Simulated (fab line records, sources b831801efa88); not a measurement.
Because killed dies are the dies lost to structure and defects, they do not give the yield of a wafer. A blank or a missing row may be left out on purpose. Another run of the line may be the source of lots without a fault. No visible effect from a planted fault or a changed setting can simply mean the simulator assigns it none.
Chamber matching -- flow gf180mcu -- pecvd-01 running GF_SAB_CVD_00: 3 sister chambers
The step deposits SiO2 from TEOS, target thk 50 nm, time 4.9302 s. 14 wafers are shown with their chamber, then 7 later ones without.

== EACH WAFER AND ITS CHAMBER ==
wafer,chamber,heater power w (W),susceptor temp C (C)
L643.3,1,681,400.16
L643.4,0,740,399.73
L643.5,2,577,399.88
L644.3,0,745,400.13
L644.4,0,747,399.81
L644.6,1,614,400.33
L646.1,1,664,400.15
L646.2,2,624,400.14
L646.4,0,781,400.20
L648.1,1,613,399.90
L648.2,0,662,400.15
L648.6,2,559,399.62
L662.1,1,646,400.40
L662.4,0,731,399.51

SIGNATURES, as means of the wafers listed above
reading,chamber 0,chamber 1,chamber 2,scatter within a chamber
heater power w,734.33,643.60,586.67,35.2
susceptor temp C,399.9217,400.1880,399.8800,0.248
Rule: a wafer's distance from a chamber is the root of the sum, over the readings, of the square of ((its reading less the chamber's mean) divided by the reading's scatter). If the next closest chamber is less than 2 further off than the closest, the wafer can't be placed; otherwise it belongs to the closest. The scatter: take each reading less its chamber's mean, square it, sum over the shown wafers, divide by the number of wafers less the number of chambers, and take the root.

== WAFERS WITH NO CHAMBER GIVEN ==
wafer,heater power w (W),susceptor temp C (C)
L662.6,600,400.12
L663.1,716,400.04
L663.3,624,399.97
L663.6,701,399.89
L665.1,741,400.08
L665.4,755,399.58
L665.6,536,399.64

== EACH ONE'S CHAMBER ==
wafer,from the rows above,in truth
L662.6,can't be placed: 2 or 1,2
L663.1,can't be placed: 0 or 1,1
L663.3,can't be placed: 1 or 2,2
L663.6,can't be placed: 0 or 1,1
L665.1,0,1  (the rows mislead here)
L665.4,0,0
L665.6,2,2
Correctly placed: 2 of 7. These rows do not allow placing 4 (true chamber among the candidates in 4). 1 placed wrongly.
